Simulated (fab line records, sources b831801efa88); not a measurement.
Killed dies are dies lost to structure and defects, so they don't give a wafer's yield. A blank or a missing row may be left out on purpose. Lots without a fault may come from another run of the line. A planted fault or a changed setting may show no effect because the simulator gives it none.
fab line records | flow gf180mcu
record lots=5 wafers=15 last_day=34
route steps=602 shown SAB@270 SALICIDE@278 CONTACT@287
lots that met no fault: from a run of the same line without faults
start_h: hours from the record's first day to the start of the lot's first wafer shown | wait_h: hours since the lot's step before | " the same as in the row above | L1.1+2: a row that stands for several wafers | - no value, or no start given | * or withheld: withheld | < > ~ a bound
route shown NAME@n: a module of which the file shows steps, and the number in the route of the first | usual: mean/standard deviation of fault-free wafers | same: alike in all rows | chamber/n: place in a boat | sites: the reading at each site | _std_site: their standard deviation | _edge_site: outer sites' mean less inner sites' | radius_mm: how far each site lies from the wafer's centre | mask NAME#n: copy n | behind: the tool/chamber that last shaped the wafer | hold: why the lot was held/for how many hours/how that ended | device: the transistor (n, p or np) that didn't switch | end of line: the same wafers' tests at the end of the route | a step without rows: its recipe alone | killed: dies lost to structure and defects at the first sort, not the wafer's yield | map: a wafer's dies, x killed, . not, _ none there
set.NAME: the setting as run; set.NAME@STEP: as run at that earlier step | model.NAME: the simulator's own value behind a step, which no gauge read
lots at some steps of the route; a table a step, a row a wafer
services: from which hour (start_h, from the record's first day; less than 0 if before it) a tool's chamber was out of use, for how many hours, and why
## steps
# step GF_SAB_EXPOSE_06
# recipe mask_id=SAB target_cd_nm=420 na=0.6 source_shape=conventional sigma_outer=0.6 dose_mj=140
# columns lot.wafer tool chamber start_h wait_h mask
L076.1+3+4 iline_stepper-02 0 - - SAB#0
L079.1+2+3 iline_stepper-01 0 - - SAB#0
L083.3+5+6 iline_stepper-01 0 - - SAB#0
L088.2+3+4 iline_stepper-01 0 - - SAB#0
L095.3+4+6 iline_stepper-01 0 - - SAB#0
# step GF_SAB_PEB_07
# recipe temp_c=withheld time_s=* resist=NOVOLAK
# usual chill_plate_temp_C=*
# columns lot.wafer tool chamber start_h wait_h chill_plate_temp_C
L076.1 litho_track-04 0 - - *
L076.3 " 0 " " *
L076.4 " 0 " " *
L079.1 litho_track-04 0 - - *
L079.2 " 0 " " *
L079.3 " 0 " " *
L083.3 litho_track-03 0 - - *
L083.5 " 0 " " *
L083.6 " 0 " " *
L088.2 litho_track-04 0 - - *
L088.3 " 0 " " *
L088.4 " 0 " " *
L095.3 litho_track-01 0 - - *
L095.4 " 0 " " *
L095.6 " 0 " " *
# step GF_SAB_DEVELOP_08
# recipe develop_time_s=60 dev_temp_c=23
# usual chill_plate_temp_C=22.99/0.089
# columns lot.wafer tool chamber start_h wait_h chill_plate_temp_C
L076.1 litho_track-04 0 354.38 0.1 23.16
L076.3 " 0 " " 23.07
L076.4 " 0 " " 23.19
L079.1 litho_track-04 0 380.93 0.1 23.16
L079.2 " 0 " " 23.07
L079.3 " 0 " " 23.16
L083.3 litho_track-03 0 422.01 0.1 22.84
L083.5 " 0 " " 23.00
L083.6 " 0 " " 22.93
L088.2 litho_track-04 0 462.90 0.1 23.10
L088.3 " 0 " " 22.98
L088.4 " 0 " " 23.03
L095.3 litho_track-01 0 521.43 0.1 23.11
L095.4 " 0 " " 22.99
L095.6 " 0 " " 22.99
# step GF_SAB_CD_MEAS_09
# recipe target_cd_nm=420
# usual cd_nm=419.4/2.5
# columns lot.wafer tool chamber start_h wait_h cd_nm
L076.1 cd_sem-01 - 354.53 0.1 418.3
L076.3 " - " " 420.2
L076.4 " - " " 420.2
L079.1 cd_sem-02 - 381.08 0.1 418.7
L079.2 " - " " 419.5
L079.3 " - " " 419.5
L083.3 cd_sem-02 - 422.15 0.1 420.0
L083.5 " - " " 420.2
L083.6 " - " " 420.8
L088.2 cd_sem-01 - 463.05 0.1 415.6
L088.3 " - " " 416.0
L088.4 " - " " 416.2
L095.3 cd_sem-01 - 521.57 0.1 418.3
L095.4 " - " " 422.1
L095.6 " - " " 419.4
# step GF_SAB_OVL_MEAS_10
# usual SAB_OVL=0.2/1.3
# columns lot.wafer tool chamber start_h wait_h SAB_OVL[nm]
L076.1 overlay-01 - 354.65 0.1 0.8
L076.3 " - " " -0.6
L076.4 " - " " 1.2
L079.1 overlay-01 - 381.20 0.1 1.3
L079.2 " - " " 1.3
L079.3 " - " " 1.1
L083.3 overlay-02 - 422.24 0.1 -0.8
L083.5 " - " " -0.7
L083.6 " - " " -0.3
L088.2 overlay-02 - 463.15 0.1 -0.8
L088.3 " - " " -1.6
L088.4 " - " " -1.2
L095.3 overlay-02 - 521.67 0.1 -0.4
L095.4 " - " " -0.8
L095.6 " - " " -1.3
# step GF_SAB_ETCH_11
# recipe chemistry=C4F8/O2/Ar mask_material=NOVOLAK target=SiO2 target_depth_nm=55 source_w=1500 bias_w=1200 pressure_mtorr=40 c4f8_flow_sccm=withheld O2_flow_sccm=6 Ar_flow_sccm=300 time_s=8.5
# usual oes_product_au=1.001/0.0094
# columns lot.wafer tool chamber start_h wait_h oes_product_au rf_hours_counter_h
L076.1 rie_diel-03 1 354.68 0.0 1.019 101
L076.3 " 0 " " 0.995 119
L076.4 " 2 " " 0.981 113
L079.1 rie_diel-03 3 381.23 0.0 0.998 92
L079.2 " 2 " " 0.988 114
L079.3 " 1 " " 1.027 102
L083.3 rie_diel-01 2 422.27 0.0 1.005 56
L083.5 " 3 " " 0.998 -
L083.6 " 2 " " 1.002 -
L088.2 rie_diel-03 1 463.18 0.0 1.008 105
L088.3 " 3 " " 0.996 95
L088.4 " 1 " " 1.013 -
L095.3 rie_diel-02 0 521.69 0.0 0.999 8
L095.4 " 2 " " 0.988 7
L095.6 " 1 " " 0.998 -
# step GF_SAB_WET_ETCH_12
# recipe chemistry=dHF target_depth_nm=22 dry=n2_spin target=SiO2 temp_c=23.86 dilution=100:1 time_s=440
# usual bath_heat_duty_pct=4.8/0.47
# columns lot.wafer tool chamber start_h wait_h bath_heat_duty_pct
L076.1 wet_bench-04 2 354.71 0.0 4.4
L076.3 " 2 " " 4.6
L076.4 " 2 " " 4.3
L079.1 wet_bench-02 2 381.25 0.0 4.8
L079.2 " 2 " " 4.4
L079.3 " 2 " " 5.2
L083.3 wet_bench-04 0 422.29 0.0 4.5
L083.5 " 0 " " 5.0
L083.6 " 0 " " 4.9
L088.2 wet_bench-02 1 463.20 0.0 5.8
L088.3 " 1 " " 3.5
L088.4 " 1 " " 4.9
L095.3 wet_bench-02 0 521.71 0.0 4.9
L095.4 " 0 " " 4.2
L095.6 " 0 " " 4.7
# step GF_SAB_STRIP_13
# recipe chemistry=O2/N2 power_w=1400 pressure_mtorr=1500 platen_temp_c=250 o2_flow_sccm=3000 n2_flow_sccm=300 overash_fraction=0.5
# usual drypump_motor_current_A=5.9/0.36 heater_power_w=347/45 oes_product_au=0.710/0.0045 strip_time_to_endpoint_s=12.62/0.037
# same overash_fraction=0.5
# columns lot.wafer tool chamber start_h wait_h drypump_motor_current_A heater_power_w oes_product_au rf_hours_counter_h strip_time_to_endpoint_s
L076.1 plasma_asher-04 1 354.85 0.0 6.1 333 0.718 24 12.70
L076.3 " 1 " " 6.1 334 0.706 - 12.66
L076.4 " 0 " " 5.2 264 0.706 - 12.66
L079.1 plasma_asher-04 1 381.39 0.0 6.1 327 0.712 27 12.61
L079.2 " 0 " " 5.2 265 0.710 27 12.67
L079.3 " 1 " " 6.1 331 0.712 - 12.63
L083.3 plasma_asher-03 1 422.45 0.0 5.9 357 0.711 - 12.64
L083.5 " 1 " " 5.9 363 0.710 - 12.66
L083.6 " 0 " " 6.0 407 0.709 - 12.65
L088.2 plasma_asher-04 0 463.33 0.0 5.2 270 0.711 35 12.55
L088.3 " 1 " " 6.1 327 0.706 - 12.58
L088.4 " 0 " " 5.3 266 0.710 - 12.57
L095.3 plasma_asher-03 0 521.88 0.0 5.9 404 0.708 - 12.58
L095.4 " 1 " " 6.0 344 0.702 - 12.62
L095.6 " 0 " " 6.0 411 0.705 - 12.62
# step GF_SALICIDE_CLEAN_00
# recipe chemistry=SC1/SC2 mix=1:4:20 temp_c=70 time_s=150
# usual bath_guard_temp_C=70.0/0.54 bath_heat_duty_pct=13.8/0.92
# columns lot.wafer tool chamber start_h wait_h bath_guard_temp_C bath_heat_duty_pct
L076.1 wet_bench-03 0 354.95 0.1 70.0 13.3
L076.3 " 0 " " 70.3 15.9
L076.4 " 0 " " 70.2 15.7
L079.1 wet_bench-01 2 381.49 0.1 69.6 13.1
L079.2 " 2 " " 69.6 13.7
L079.3 " 2 " " 69.9 13.7
L083.3 wet_bench-01 3 422.52 0.0 69.7 16.0
L083.5 " 3 " " 69.8 13.8
L083.6 " 3 " " 70.2 15.0
L088.2 wet_bench-01 0 463.43 0.1 70.5 13.8
L088.3 " 0 " " 70.4 13.7
L088.4 " 0 " " 70.1 14.2
L095.3 wet_bench-01 2 521.94 0.0 69.6 13.3
L095.4 " 2 " " 69.8 12.3
L095.6 " 2 " " 69.8 13.3
# step GF_SALICIDE_WET_ETCH_01
# recipe chemistry=dHF target_depth_nm=5 dry=ipa_marangoni target=SiO2 temp_c=25 dilution=100:1 time_s=100
# usual bath_heat_duty_pct=6.3/0.61
# columns lot.wafer tool chamber start_h wait_h bath_heat_duty_pct
L076.1 wet_bench-04 3 355.00 0.0 6.3
L076.3 " 3 " " 7.0
L076.4 " 3 " " 7.4
L079.1 wet_bench-03 1 381.54 0.0 6.7
L079.2 " 1 " " 6.0
L079.3 " 1 " " 6.4
L083.3 wet_bench-03 1 422.57 0.0 7.3
L083.5 " 1 " " 5.8
L083.6 " 1 " " 6.5
L088.2 wet_bench-04 1 463.48 0.0 5.5
L088.3 " 1 " " 6.7
L088.4 " 1 " " 4.9
L095.3 wet_bench-04 2 521.99 0.0 5.7
L095.4 " 2 " " 5.1
L095.6 " 2 " " 6.3
# step GF_SALICIDE_SPUTTER_02
# recipe material=Co target_thk_nm=10 power_w=1000 time_s=20 chamber_pressure_pa=0.4
# usual throttle_valve_pct=30.1/0.88
# columns lot.wafer tool chamber start_h wait_h throttle_valve_pct
L076.1 pvd_sputter-02 - 355.04 0.0 31.1
L076.3 " - " " 29.2
L076.4 " - " " 28.6
L079.1 pvd_sputter-03 - 381.57 0.0 31.2
L079.2 " - " " 30.4
L079.3 " - " " 29.8
L083.3 pvd_sputter-02 - 422.61 0.0 28.8
L083.5 " - " " 29.0
L083.6 " - " " 31.2
L088.2 pvd_sputter-02 - 463.52 0.0 29.8
L088.3 " - " " 31.1
L088.4 " - " " 29.0
L095.3 pvd_sputter-03 - 522.03 0.0 30.4
L095.4 " - " " 29.7
L095.6 " - " " 30.0
# step GF_SALICIDE_SPUTTER_03
# recipe material=TiN target_thk_nm=20 power_w=6500 time_s=16.7 chamber_pressure_pa=0.4
# usual throttle_valve_pct=30.1/0.87
# columns lot.wafer tool chamber start_h wait_h throttle_valve_pct
L076.1 pvd_sputter-02 - 355.07 0.0 31.1
L076.3 " - " " 29.0
L076.4 " - " " 28.7
L079.1 pvd_sputter-03 - 381.60 0.0 31.6
L079.2 " - " " 30.0
L079.3 " - " " 29.7
L083.3 pvd_sputter-02 - 422.64 0.0 28.9
L083.5 " - " " 29.0
L083.6 " - " " 31.2
L088.2 pvd_sputter-02 - 463.55 0.0 29.7
L088.3 " - " " 31.0
L088.4 " - " " 29.3
L095.3 pvd_sputter-03 - 522.06 0.0 30.1
L095.4 " - " " 29.7
L095.6 " - " " 29.8
# step GF_SALICIDE_RS_MEAS_04
# recipe thk_meas_gauge=four-point-probe reads=TiN_of_SALICIDE_SPUTTER_03+Co_of_SALICIDE_SPUTTER_02
# usual SALICIDE_TIN_RS=16.3/0.34
# columns lot.wafer tool chamber start_h wait_h SALICIDE_TIN_RS[ohm/sq]
L076.1 film_metro-02 - 355.16 0.1 16.3
L076.3 " - " " 16.1
L076.4 " - " " 16.8
L079.1 film_metro-02 - 381.62 0.0 16.0
L079.2 " - " " 16.1
L079.3 " - " " 16.3
L083.3 film_metro-02 - 422.70 0.1 16.6
L083.5 " - " " 16.4
L083.6 " - " " 16.6
L088.2 film_metro-02 - 463.59 0.0 16.8
L088.3 " - " " 16.6
L088.4 " - " " 16.2
L095.3 film_metro-04 - 522.13 0.1 16.0
L095.4 " - " " 15.8
L095.6 " - " " 15.8
# step GF_SALICIDE_THK_MEAS_05
# recipe thk_meas_gauge=xrf reads=TiN_of_SALICIDE_SPUTTER_03
# usual SALICIDE_TIN_THK=20.66/0.26
# columns lot.wafer tool chamber start_h wait_h SALICIDE_TIN_THK[nm]
L076.1 film_metro-02 - 355.28 0.1 20.26
L076.3 " - " " 20.08
L076.4 " - " " 20.49
L079.1 film_metro-02 - 381.74 0.1 20.50
L079.2 " - " " 20.48
L079.3 " - " " 20.71
L083.3 film_metro-02 - 422.80 0.1 21.10
L083.5 " - " " 20.71
L083.6 " - " " 20.69
L088.2 film_metro-02 - 463.70 0.1 20.57
L088.3 " - " " 20.60
L088.4 " - " " 20.49
L095.3 film_metro-04 - 522.23 0.1 20.80
L095.4 " - " " 20.63
L095.6 " - " " 20.58
# step GF_SALICIDE_RTA_06
# recipe temp_c=530 time_s=30 ambient=N2
# usual lamp_power_pct=6.1/1 wafer_temp_C_max=532.7/0.78
# columns lot.wafer tool chamber start_h wait_h lamp_power_pct wafer_temp_C_max
L076.1 rtp_anneal-01 0 355.34 0.1 5.0 532.2
L076.3 " 0 " " 5.0 532.3
L076.4 " 0 " " 5.0 532.4
L079.1 rtp_anneal-01 0 381.80 0.1 5.0 532.3
L079.2 " 0 " " 5.0 532.1
L079.3 " 0 " " 5.0 532.1
L083.3 rtp_anneal-02 0 422.88 0.1 7.1 535.0
L083.5 " 0 " " 7.1 533.5
L083.6 " 0 " " 7.1 533.1
L088.2 rtp_anneal-02 0 463.77 0.1 7.1 534.5
L088.3 " 0 " " 7.1 533.3
L088.4 " 0 " " 7.1 533.8
L095.3 rtp_anneal-02 0 522.30 0.1 7.1 532.8
L095.4 " 0 " " 7.1 533.3
L095.6 " 0 " " 7.1 533.7
# step GF_SALICIDE_WET_ETCH_07
# recipe chemistry=SPM target_depth_nm=120 dry=n2_spin
# columns lot.wafer tool chamber start_h wait_h
L076.1+3+4 wet_bench-03 2 355.44 0.1
L079.1+2+3 wet_bench-01 2 381.90 0.1
L083.3+5+6 wet_bench-04 1 422.94 0.1
L088.2+3+4 wet_bench-03 0 463.85 0.1
L095.3+4+6 wet_bench-03 3 522.37 0.1
# step GF_SALICIDE_RTA_08
# recipe temp_c=800 time_s=30 ambient=N2
# usual lamp_power_pct=17.1/2.9 wafer_temp_C_max=804.0/1.2
# columns lot.wafer tool chamber start_h wait_h lamp_power_pct wafer_temp_C_max
L076.1 rtp_anneal-02 0 355.54 0.0 19.7 806.7
L076.3 " 0 " " 19.8 804.8
L076.4 " 0 " " 19.7 804.0
L079.1 rtp_anneal-02 0 382.00 0.0 19.7 804.1
L079.2 " 0 " " 19.7 805.8
L079.3 " 0 " " 19.7 805.9
L083.3 rtp_anneal-01 0 423.07 0.0 14.0 803.6
L083.5 " 0 " " 14.0 803.0
L083.6 " 0 " " 14.0 803.2
L088.2 rtp_anneal-02 0 463.96 0.0 19.7 804.6
L088.3 " 0 " " 19.7 803.6
L088.4 " 0 " " 19.8 805.7
L095.3 rtp_anneal-01 0 522.53 0.1 14.0 803.0
L095.4 " 0 " " 14.0 802.5
L095.6 " 0 " " 14.0 803.0
# step GF_CONTACT_CVD_00
# recipe material=SiO2 target_thk_nm=300 sigma_open_frac=0.3 temp_c=400 time_s=50 sih4_flow_sccm=60 pressure_mtorr=6
# columns lot.wafer tool chamber start_h wait_h
L076.1+3+4 hdpcvd-01 1,0,2 355.64 0.1
L079.1+2+3 hdpcvd-02 1,2,0 382.10 0.1
L083.3+5+6 hdpcvd-01 2,2,1 423.16 0.1
L088.2+3+4 hdpcvd-02 1,0,2 464.05 0.1
L095.3+4+6 hdpcvd-01 1,1,2 522.67 0.1
# step GF_CONTACT_THK_MEAS_01
# recipe reads=SiO2_of_CONTACT_CVD_00
# usual CONTACT_CVD_00_THK=300.4/2.8
# columns lot.wafer tool chamber start_h wait_h CONTACT_CVD_00_THK[nm]
L076.1 film_metro-04 - 355.69 0.0 300.4
L076.3 " - " " 300.8
L076.4 " - " " 300.6
L079.1 film_metro-04 - 382.14 0.0 301.9
L079.2 " - " " 300.6
L079.3 " - " " 304.0
L083.3 film_metro-04 - 423.22 0.0 303.5
L083.5 " - " " 302.5
L083.6 " - " " 301.9
L088.2 film_metro-04 - 464.10 0.0 306.2
L088.3 " - " " 304.1
L088.4 " - " " 304.3
L095.3 film_metro-03 - 522.73 0.0 295.7
L095.4 " - " " 295.1
L095.6 " - " " 296.6
# step GF_CONTACT_CVD_02
# recipe material=SiO2 target_thk_nm=860 precursor=TEOS temp_c=400 time_s=95.992 rf_w=600
# usual heater_power_w=672/94
# columns lot.wafer tool chamber start_h wait_h heater_power_w
L076.1 pecvd-04 0 355.75 0.1 692
L076.3 " 1 " " 610
L076.4 " 2 " " 681
L079.1 pecvd-03 1 382.20 0.1 722
L079.2 " 2 " " 855
L079.3 " 0 " " 546
L083.3 pecvd-02 0 423.26 0.0 579
L083.5 " 0 " " 620
L083.6 " 2 " " 659
L088.2 pecvd-03 2 464.15 0.0 806
L088.3 " 0 " " 623
L088.4 " 1 " " 825
L095.3 pecvd-03 2 522.77 0.0 780
L095.4 " 2 " " 817
L095.6 " 0 " " 606
# step GF_CONTACT_THK_MEAS_03
# recipe reads=SiO2_of_CONTACT_CVD_02
# usual CONTACT_CVD_02_THK=860/12
# columns lot.wafer tool chamber start_h wait_h CONTACT_CVD_02_THK[nm]
L076.1 film_metro-04 - 355.82 0.0 847
L076.3 " - " " 856
L076.4 " - " " 853
L079.1 film_metro-04 - 382.27 0.0 854
L079.2 " - " " 862
L079.3 " - " " 844
L083.3 film_metro-04 - 423.35 0.1 847
L083.5 " - " " 862
L083.6 " - " " 859
L088.2 film_metro-01 - 464.23 0.0 857
L088.3 " - " " 859
L088.4 " - " " 863
L095.3 film_metro-04 - 522.86 0.1 855
L095.4 " - " " 867
L095.6 " - " " 866
# step GF_CONTACT_CMP_04
# recipe material=SiO2 down_force_psi=4 platen_rpm=60 pad_velocity_m_s=0.94248
# usual motor_current_A=12.3/1.6 retaining_ring_pressure_frac=1.000/0.0054 time_to_endpoint_s=107/5.4
# columns lot.wafer tool chamber start_h wait_h motor_current_A retaining_ring_pressure_frac time_to_endpoint_s
L076.1 cmp-02 0 355.88 0.1 13.7 1.007 106
L076.3 " 1 " " 13.6 1.001 109
L076.4 " 2 " " 11.4 0.994 112
L079.3 cmp-01 2 382.33 0.0 13.7 1.005 100
L079.2 " 0 " " 10.9 1.004 105
L079.1 " 1 " " 12.7 0.995 105
L083.3 cmp-01 1 423.49 0.1 13.1 0.991 99
L083.5 " 3 " " 12.3 1.010 106
L083.6 " 0 " " 11.7 1.002 101
L088.2 cmp-02 1 464.28 0.0 14.0 0.997 108
L088.4 " 3 " " 9.3 0.995 105
L088.3 " 0 " " 14.4 1.001 106
L095.4 cmp-02 1 522.95 0.1 12.9 1.008 116
L095.3 " 2 " " 11.4 1.007 114
L095.6 " 0 " " 14.2 0.994 115
# step GF_CONTACT_BOW_MEAS_05
# recipe mode=bow
# usual CONTACT_BOW=66/6.9
# columns lot.wafer tool chamber start_h wait_h CONTACT_BOW[um]
L076.1 film_metro-03 - 356.18 0.2 71
L076.3 " - " " 54
L076.4 " - " " 64
L079.1 film_metro-03 - 382.63 0.1 58
L079.2 " - " " 59
L079.3 " - " " 61
L083.3 film_metro-01 - 423.73 0.2 72
L083.5 " - " " 61
L083.6 " - " " 67
L088.2 film_metro-01 - 464.60 0.3 62
L088.3 " - " " 71
L088.4 " - " " 75
L095.3 film_metro-03 - 523.24 0.2 63
L095.4 " - " " 61
L095.6 " - " " 73
# step GF_CONTACT_DEHYDRATE_06
# recipe temp_c=200 time_s=60
# usual chill_plate_temp_C=23.00/0.1
# columns lot.wafer tool chamber start_h wait_h chill_plate_temp_C
L076.1 litho_track-02 0 366.40 10.2 23.17
L076.3 " 0 " " 23.09
L076.4 " 0 " " 23.09
L079.1 litho_track-04 0 392.78 10.1 22.82
L079.2 " 0 " " 22.91
L079.3 " 0 " " 22.89
L083.3 litho_track-02 0 435.25 11.5 23.06
L083.5 " 0 " " 22.82
L083.6 " 0 " " 22.97
L088.2 litho_track-04 0 476.15 11.5 22.89
L088.3 " 0 " " 22.84
L088.4 " 0 " " 22.94
L095.3 litho_track-04 0 534.32 11.1 22.95
L095.4 " 0 " " 23.03
L095.6 " 0 " " 23.12
# step GF_CONTACT_HMDS_07
# recipe prime_time_s=60 prime_temp_c=120
# usual chill_plate_temp_C=22.97/0.11
# columns lot.wafer tool chamber start_h wait_h chill_plate_temp_C
L076.1 litho_track-02 0 366.55 0.1 22.92
L076.3 " 0 " " 22.87
L076.4 " 0 " " 22.73
L079.1 litho_track-04 0 392.93 0.1 23.14
L079.2 " 0 " " 22.82
L079.3 " 0 " " 22.90
L083.3 litho_track-02 0 435.40 0.1 22.94
L083.5 " 0 " " 23.02
L083.6 " 0 " " 22.87
L088.2 litho_track-04 0 476.30 0.1 22.73
L088.3 " 0 " " 23.06
L088.4 " 0 " " 22.81
L095.3 litho_track-04 0 534.47 0.1 23.08
L095.4 " 0 " " 22.87
L095.6 " 0 " " 23.13
# step GF_CONTACT_COAT_08
# recipe resist=BARC temp_c=withheld time_s=withheld spin_rpm=withheld resist_thk_nm=withheld
# usual chill_plate_temp_C=*
# columns lot.wafer tool chamber start_h wait_h chill_plate_temp_C
L076.1 litho_track-02 0 366.70 0.1 *
L076.3 " 0 " " *
L076.4 " 0 " " *
L079.1 litho_track-04 0 393.08 0.1 *
L079.2 " 0 " " *
L079.3 " 0 " " *
L083.3 litho_track-02 0 435.55 0.1 *
L083.5 " 0 " " *
L083.6 " 0 " " *
L088.2 litho_track-04 0 476.45 0.1 *
L088.3 " 0 " " *
L088.4 " 0 " " *
L095.3 litho_track-04 0 534.62 0.1 *
L095.4 " 0 " " *
L095.6 " 0 " " *
# step GF_CONTACT_COAT_09
# recipe resist=KrF spin_rpm=withheld resist_thk_nm=1000
# usual chill_plate_temp_C=23.00/0.12
# columns lot.wafer tool chamber start_h wait_h chill_plate_temp_C
L076.1 litho_track-02 0 - - 23.04
L076.3 " 0 " " 23.10
L076.4 " 0 " " 23.03
L079.1 litho_track-04 0 - - 23.04
L079.2 " 0 " " 23.11
L079.3 " 0 " " 23.03
L083.3 litho_track-02 0 - - 23.00
L083.5 " 0 " " 23.10
L083.6 " 0 " " 22.93
L088.2 litho_track-04 0 - - 22.97
L088.3 " 0 " " 22.83
L088.4 " 0 " " 22.96
L095.3 litho_track-04 0 - - 22.92
L095.4 " 0 " " 23.04
L095.6 " 0 " " 22.95
# step GF_CONTACT_SOFTBAKE_10
# recipe temp_c=130 time_s=60 resist=KrF
# usual chill_plate_temp_C=23.02/0.11
# columns lot.wafer tool chamber start_h wait_h chill_plate_temp_C
L076.1 litho_track-02 0 - - 23.03
L076.3 " 0 " " 22.98
L076.4 " 0 " " 22.89
L079.1 litho_track-04 0 - - 23.10
L079.2 " 0 " " 23.23
L079.3 " 0 " " 22.92
L083.3 litho_track-02 0 - - 23.08
L083.5 " 0 " " 23.06
L083.6 " 0 " " 23.20
L088.2 litho_track-04 0 - - 22.96
L088.3 " 0 " " 22.98
L088.4 " 0 " " 22.81
L095.3 litho_track-04 0 - - 22.96
L095.4 " 0 " " 22.90
L095.6 " 0 " " 22.99
# step GF_CONTACT_EXPOSE_11
# recipe mask_id=Contact target_cd_nm=220 na=0.68 source_shape=conventional sigma_outer=0.6 dose_mj=38
# columns lot.wafer tool chamber start_h wait_h mask
L076.1+3+4 krf_scanner-01 0 - - Contact#0
L079.1+2+3 krf_scanner-01 0 - - Contact#0
L083.3+5+6 krf_scanner-02 0 - - Contact#0
L088.2+3+4 krf_scanner-02 0 - - Contact#0
L095.3+4+6 krf_scanner-01 0 - - Contact#0
# step GF_CONTACT_PEB_12
# recipe peb_temp_c=135 peb_time_s=90 resist=KrF
# usual chill_plate_temp_C=23.00/0.099
# same peb_time_s=90
# columns lot.wafer tool chamber start_h wait_h chill_plate_temp_C
L076.1 litho_track-02 0 - - 23.01
L076.3 " 0 " " 22.97
L076.4 " 0 " " 23.00
L079.1 litho_track-02 0 - - 22.99
L079.2 " 0 " " 22.96
L079.3 " 0 " " 23.10
L083.3 litho_track-02 0 - - 23.06
L083.5 " 0 " " 23.05
L083.6 " 0 " " 23.04
L088.2 litho_track-02 0 - - 23.14
L088.3 " 0 " " 23.19
L088.4 " 0 " " 23.14
L095.3 litho_track-01 0 - - 23.13
L095.4 " 0 " " 23.07
L095.6 " 0 " " 23.03
# step GF_CONTACT_DEVELOP_13
# recipe develop_time_s=60 resist=KrF dev_temp_c=21
# usual chill_plate_temp_C=23.00/0.1
# columns lot.wafer tool chamber start_h wait_h chill_plate_temp_C
L076.1 litho_track-02 0 378.00 0.2 22.88
L076.3 " 0 " " 22.94
L076.4 " 0 " " 23.07
L079.1 litho_track-02 0 405.30 0.2 23.23
L079.2 " 0 " " 23.02
L079.3 " 0 " " 23.09
L083.3 litho_track-02 0 448.30 0.1 22.88
L083.5 " 0 " " 22.99
L083.6 " 0 " " 23.03
L088.2 litho_track-02 0 488.93 0.2 22.93
L088.3 " 0 " " 23.02
L088.4 " 0 " " 23.05
L095.3 litho_track-01 0 546.18 0.1 23.07
L095.4 " 0 " " 23.06
L095.6 " 0 " " 23.00
# step GF_CONTACT_CD_MEAS_14
# recipe target_cd_nm=220
# usual cd_nm=220.3/1.8
# columns lot.wafer tool chamber start_h wait_h cd_nm
L076.1 cd_sem-02 - 378.15 0.1 219.0
L076.3 " - " " 219.4
L076.4 " - " " 219.5
L079.1 cd_sem-01 - 405.45 0.1 220.1
L079.2 " - " " 218.7
L079.3 " - " " 216.9
L083.3 cd_sem-01 - 448.44 0.1 220.0
L083.5 " - " " 221.9
L083.6 " - " " 220.3
L088.2 cd_sem-02 - 489.07 0.1 220.3
L088.3 " - " " 220.3
L088.4 " - " " 220.2
L095.3 cd_sem-02 - 546.32 0.1 224.6
L095.4 " - " " 224.3
L095.6 " - " " 223.6
# step GF_CONTACT_OVL_MEAS_15
# usual CONTACT_OVL=-1/7.6
# columns lot.wafer tool chamber start_h wait_h CONTACT_OVL[nm]
L076.1 overlay-01 - 378.27 0.1 11
L076.3 " - " " 10
L076.4 " - " " 11
L079.1 overlay-01 - 405.57 0.1 1
L079.2 " - " " 2
L079.3 " - " " -3
L083.3 overlay-01 - 448.53 0.1 -6
L083.5 " - " " -2
L083.6 " - " " -3
L088.2 overlay-01 - 489.18 0.1 -7
L088.3 " - " " -13
L088.4 " - " " -12
L095.3 overlay-01 - 546.42 0.1 4
L095.4 " - " " 1
L095.6 " - " " 1
# step GF_CONTACT_ETCH_16
# recipe chemistry=N2/H2 target_depth_a=withheld overetch_a=withheld time_s=withheld target=BARC ion_energy_ev=200 source_w=500 bias_w=100 pressure_mtorr=30 n2_flow_sccm=100 h2_flow_sccm=200
# usual drypump_motor_current_A=5.6/0.36 h2_flow_sccm=199.9/0.61 oes_product_au=0.855/0.005 throttle_valve_pct=13.225/0.0092
# columns lot.wafer tool chamber start_h wait_h drypump_motor_current_A h2_flow_sccm oes_product_au throttle_valve_pct
L076.1 rie_diel-02 3 378.31 0.0 5.1 199.5 0.854 13.223
L076.3 " 1 " " 6.1 200.6 0.852 13.220
L076.4 " 3 " " 5.1 200.3 0.854 13.235
L079.1 rie_diel-04 3 405.61 0.0 5.2 199.5 0.856 13.220
L079.2 " 2 " " 6.3 200.3 0.853 13.208
L079.3 " 1 " " 6.1 200.4 0.855 13.230
L083.3 rie_diel-02 0 448.56 0.0 6.1 199.2 0.854 13.229
L083.5 " 3 " " 5.2 199.3 0.860 13.218
L083.6 " 2 " " 5.3 200.5 0.845 13.236
L088.2 rie_diel-03 1 489.21 0.0 5.4 199.5 0.856 13.237
L088.3 " 0 " " 5.6 199.5 0.849 13.241
L088.4 " 3 " " 5.5 200.7 0.854 13.202
L095.3 rie_diel-04 0 546.44 0.0 5.5 199.4 0.844 13.206
L095.4 " 2 " " 6.3 199.5 0.851 13.235
L095.6 " 2 " " 6.3 199.9 0.855 13.227
# step GF_CONTACT_ETCH_17
# recipe chemistry=C4F8/O2/Ar mask_material=KrF target=SiO2 stop_on=CoSi2 source_w=1500 bias_w=1200 pressure_mtorr=40 c4f8_flow_sccm=withheld O2_flow_sccm=6 Ar_flow_sccm=300 time_s=withheld target_depth_a=8600
# usual oes_product_au=0.819/0.0047
# columns lot.wafer tool chamber start_h wait_h oes_product_au
L076.1 rie_diel-02 3 - - 0.822
L076.3 " 1 " " 0.816
L076.4 " 3 " " 0.818
L079.1 rie_diel-04 3 - - 0.824
L079.2 " 2 " " 0.817
L079.3 " 1 " " 0.821
L083.3 rie_diel-02 0 - - 0.816
L083.5 " 3 " " 0.821
L083.6 " 2 " " 0.817
L088.2 rie_diel-03 1 - - 0.814
L088.3 " 0 " " 0.826
L088.4 " 3 " " 0.820
L095.3 rie_diel-04 0 - - 0.816
L095.4 " 2 " " 0.808
L095.6 " 2 " " 0.805
## services
# columns tool chamber start_h hours kind
krf_scanner-01 - 327.53 2.0 repair
wet_bench-04 - 333.77 3.6 repair
cmp-02 - 334.53 1.7 repair
hdpcvd-01 - 336.56 2.8 pm
rie_diel-03 - 340.85 1.1 repair
krf_scanner-01 - 341.62 2.7 repair
rie_diel-02 2 346.41 11.0 repair
pvd_sputter-02 - 360.47 9.5 repair
rie_diel-02 3 360.74 11.9 repair
rie_diel-02 0 370.82 9.7 repair
pvd_sputter-03 - 392.85 3.2 repair
pvd_sputter-02 - 430.22 10.0 repair
iline_stepper-01 - 431.57 1.7 pm
rie_diel-04 - 452.69 14.6 pm
rie_diel-03 0 458.02 5.7 repair
rtp_anneal-01 - 463.79 3.7 pm
rie_diel-02 - 464.19 2.8 pm
rie_diel-03 - 473.67 2.8 pm
rie_diel-04 2 475.21 11.1 repair
rie_diel-04 0 485.27 5.4 repair
rie_diel-04 - 490.11 2.9 repair
rtp_anneal-02 - 495.87 1.3 pm
rie_diel-02 2 512.75 4.6 repair
rie_diel-03 - 533.35 0.8 repair
## key
fault none
